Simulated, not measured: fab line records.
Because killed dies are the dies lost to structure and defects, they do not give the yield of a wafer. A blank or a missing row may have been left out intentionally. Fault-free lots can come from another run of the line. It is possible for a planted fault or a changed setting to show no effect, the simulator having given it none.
Chamber matching + flow sky130 + SKY_VIA4_CMP_21 on cmp-02 has 4 sister chambers
The step polishes, stops on SiO2, t overpolish 25 s, target thk 0 nm. 4 wafers are shown with their chamber, then 7 later ones without.

== EACH WAFER AND ITS CHAMBER ==
| wafer  | chamber | motorCurrentA (A) |
|--------|---------|-------------------|
| L579.6 | 1       | 12.4              |
| L587.6 | 3       | 11.5              |
| L589.2 | 0       | 11.1              |
| L589.4 | 2       | 11.7              |

== WAFERS WITH NO CHAMBER GIVEN ==
| wafer  | motorCurrentA (A) |
|--------|-------------------|
| L589.5 | 11.4              |
| L596.1 | 11.3              |
| L596.2 | 11.1              |
| L596.4 | 11.4              |
| L597.1 | 11.7              |
| L597.3 | 11.8              |
| L597.5 | 11.4              |

== EACH ONE'S CHAMBER ==
| wafer  | from the rows above          | in truth                   |
|--------|------------------------------|----------------------------|
| L589.5 | can't be placed: 3 or 2 or 0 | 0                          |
| L596.1 | can't be placed: 3 or 0 or 2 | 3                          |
| L596.2 | 0                            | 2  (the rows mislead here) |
| L596.4 | can't be placed: 3 or 2 or 0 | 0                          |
| L597.1 | can't be placed: 2 or 3      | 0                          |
| L597.3 | can't be placed: 2 or 3      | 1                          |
| L597.5 | can't be placed: 3 or 2 or 0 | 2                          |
Correct placement for 0 of the 7. Not placeable from these rows: 6 (in 4, the candidates include the true chamber). Wrongly placed: 1.
How it was worked out, from the rows above alone: a wafer's distance from a chamber is the root of the sum, over the readings, of the square of ((its reading less the chamber's mean) divided by the reading's scatter). If the next closest chamber is less than 2 further off than the closest, the wafer can't be placed; otherwise it belongs to the closest. Each chamber's mean is taken over the wafers shown for it. The scatter: root of mean squared gap, hidden wafer to nearest shown wafer, with one shown wafer a chamber.
